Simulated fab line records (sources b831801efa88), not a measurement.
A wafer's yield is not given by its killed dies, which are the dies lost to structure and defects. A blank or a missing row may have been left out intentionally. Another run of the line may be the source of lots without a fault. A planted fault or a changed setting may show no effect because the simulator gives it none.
Which tool did it? ; flow sky130 ; 11 lots with 33 wafers sampled at 5 steps, on a route of 708 steps

## WHAT THE GAUGES SHOWED, per wafer
SKY_LI_CONTACT_OVL_MEAS_13.
lot;measured;on;LI_CONTACT_OVL (nm)
L893;day 29 10:55;overlay-01;2 7 11
L899;day 31 07:52;overlay-01;4 10 4
L901;day 31 17:06;overlay-02;1 3 11
L904;day 32 11:25;overlay-02;-3 -2 -2
L907;day 33 04:54;overlay-02;-8 -6 -13
L909;day 34 00:59;overlay-01;-1 -3 -1
L911;day 34 19:43;overlay-01;-3 -5 -6
L912;day 34 23:51;overlay-02;-1 -4 1
L913;day 35 19:00;overlay-02;3 6 9
L914;day 36 09:44;overlay-02;0 -3 -7
L915;day 36 13:10;overlay-02;1 1 5

SKY_CONTACT_THK_MEAS_01.
lot;measured;on;CONTACT_CVD_00_THK (nm)
L893;day 30 16:48;filmMetro-02;74.1 75.1 74.8
L899;day 32 13:15;filmMetro-04;74.1 31.4 75.7 74.0 31.4 75.6
L901;day 32 22:08;filmMetro-02;74.0 74.3 32.0 74.0 74.2 32.0
L904;day 33 15:53;filmMetro-04;73.5 73.3 29.6 73.5 73.3 29.5
L907;day 34 09:22;filmMetro-01;73.9 75.8 75.7
L909;day 35 05:29;filmMetro-02;74.8 75.6 75.8
L911;day 35 23:32;filmMetro-01;74.6 77.3 76.1
L912;day 36 03:56;filmMetro-04;74.8 76.0 75.0
L913;day 36 22:35;filmMetro-04;74.2 74.4 75.2
L914;day 37 13:32;filmMetro-02;74.4 76.4 75.1
L915;day 37 17:33;filmMetro-01;74.2 75.8 75.5

## TOOL THAT RAN EACH LOT (tool first, then ch and the chambers of the sampled wafers, then the start)
lot;SKY_RES_XHIGH_STRIP_08;SKY_LOCAL_INTERCONNECT_METAL_ETCH_14;SKY_CONTACT_CVD_00
L893;plasmaAsher-02 ch 0,1, day 27 01:04;rieMetal-03 ch 0,1, day 30 16:07;pecvd-01 ch 1,2, day 30 16:45
L899;plasmaAsher-04 ch 0,1, day 28 22:46;rieMetal-01 ch 0,1, day 32 12:34;pecvd-03 ch 0,1,2, day 32 13:11
L901;plasmaAsher-04 ch 0,1, day 29 08:41;rieMetal-03 ch 0,1, day 32 21:27;pecvd-03 ch 0,1,2, day 32 22:05
L904;plasmaAsher-04 ch 0,1, day 30 03:47;rieMetal-03 ch 0, day 33 15:10;pecvd-03 ch 0,1, day 33 15:50
L907;plasmaAsher-04 ch 0,1, day 30 22:26;rieMetal-04 ch 0,1, day 34 08:40;pecvd-02 ch 0,2, day 34 09:20
L909;plasmaAsher-04 ch 0,1, day 31 17:32;rieMetal-03 ch 0,1, day 35 04:48;pecvd-02 ch 0,1,2, day 35 05:26
L911;plasmaAsher-03 ch 0,1, day 32 13:23;rieMetal-04 ch 1, day 35 22:49;pecvd-02 ch 0,1,2, day 35 23:31
L912;plasmaAsher-02 ch 0,1, day 32 16:56;rieMetal-03 ch 0,1, day 36 03:14;pecvd-03 ch 0,2, day 36 03:53
L913;plasmaAsher-04 ch 0,1, day 33 13:41;rieMetal-03 ch 0,1, day 36 21:55;pecvd-03 ch 0,1, day 36 22:33
L914;plasmaAsher-02 ch 0,1, day 34 04:23;rieMetal-01 ch 0,1, day 37 12:51;pecvd-03 ch 0,2, day 37 13:29
L915;plasmaAsher-03 ch 0,1, day 34 07:35;rieMetal-03 ch 0,1, day 37 16:48;pecvd-01 ch 1,2, day 37 17:31
- SKY_RES_XHIGH_STRIP_08: strips in O2/N2.
- SKY_LOCAL_INTERCONNECT_METAL_ETCH_14: etches TiN in Cl2/BCl3, stops on PSG, target depth 110 nm, time 31.4 s.
- SKY_CONTACT_CVD_00: deposits Si3N4, target thk 75 nm.

## WHAT THE TOOLS THEMSELVES READ (means of the sampled wafers that have a number; where no wafer has one, the mark that the record gives instead)
SKY_RES_XHIGH_STRIP_08.
lot;tool;drypumpMotorCurrentA (A);oesProductAu (a.u.);stripTimeToEndpointS (s)
L893;plasmaAsher-02;5.8;0.709;14.31
L899;plasmaAsher-04;5.7;0.711;14.26
L901;plasmaAsher-04;5.7;0.714;14.28
L904;plasmaAsher-04;5.7;0.709;14.28
L907;plasmaAsher-04;5.7;0.712;14.22
L909;plasmaAsher-04;5.7;0.709;14.23
L911;plasmaAsher-03;5.5;0.709;14.25
L912;plasmaAsher-02;5.6;0.713;14.28
L913;plasmaAsher-04;5.7;0.712;14.25
L914;plasmaAsher-02;5.6;0.714;14.27
L915;plasmaAsher-03;5.5;0.712;14.23

SKY_LOCAL_INTERCONNECT_METAL_ETCH_14.
lot;tool;drypumpMotorCurrentA (A);oesProductAu (a.u.);throttleValvePct (%)
L893;rieMetal-03;5.69;0.947;21.895
L899;rieMetal-01;5.57;0.940;21.906
L901;rieMetal-03;5.67;0.931;21.901
L904;rieMetal-03;5.65;0.945;21.900
L907;rieMetal-04;5.59;0.937;21.898
L909;rieMetal-03;5.66;0.936;21.907
L911;rieMetal-04;5.51;0.939;21.904
L912;rieMetal-03;5.73;0.941;21.908
L913;rieMetal-03;5.67;0.936;21.905
L914;rieMetal-01;5.58;0.938;21.904
L915;rieMetal-03;5.66;0.932;21.907

SKY_CONTACT_CVD_00.
lot;tool;heaterPowerOuterW (W);heaterPowerW (W)
L893;pecvd-01;452;746
L899;pecvd-03;488;819
L901;pecvd-03;476;795
L904;pecvd-03;469;806
L907;pecvd-02;477;812
L909;pecvd-02;438;758
L911;pecvd-02;488;841
L912;pecvd-03;506;836
L913;pecvd-03;453;793
L914;pecvd-03;377;677
L915;pecvd-01;509;823

## THE ANSWER, worked out from the rows above alone
Rule: what is usual is taken from the lots themselves. The widest of any qualifying gaps counts: lots, ordered by their means at a reading, are off when they make up no more than a third of the lots, leave a main group of 4 or more, and stand apart from it by 3 or more times the standard deviation of that group's means. A main group whose means are all the same, to the digits that the tables above print for the reading, isn't used. Also off: a lot with no number at a reading for which 4 or more lots have one. Any other lot the step has rows for is counted as sound. First the gauges in route order, then the tools' own readings, where a lot's mean is used as printed above. At the first step where some lot is off, the reading lying furthest off is the one used; lots without a number count as furthest.
Off: L899, L901, L904, at SKY_CONTACT_THK_MEAS_01 (CONTACT_CVD_00_THK). The main group has a mean of 75.2 nm with a standard deviation of 0.41.
If a tool, at a process step before that reading, ran all the lots that are off and no sound lot after the first of them, it fits. The gauges at SKY_CONTACT_THK_MEAS_01 are tried like those tools. No candidate that was tried fits.

## WHAT WAS PUT IN BY THE SIMULATOR
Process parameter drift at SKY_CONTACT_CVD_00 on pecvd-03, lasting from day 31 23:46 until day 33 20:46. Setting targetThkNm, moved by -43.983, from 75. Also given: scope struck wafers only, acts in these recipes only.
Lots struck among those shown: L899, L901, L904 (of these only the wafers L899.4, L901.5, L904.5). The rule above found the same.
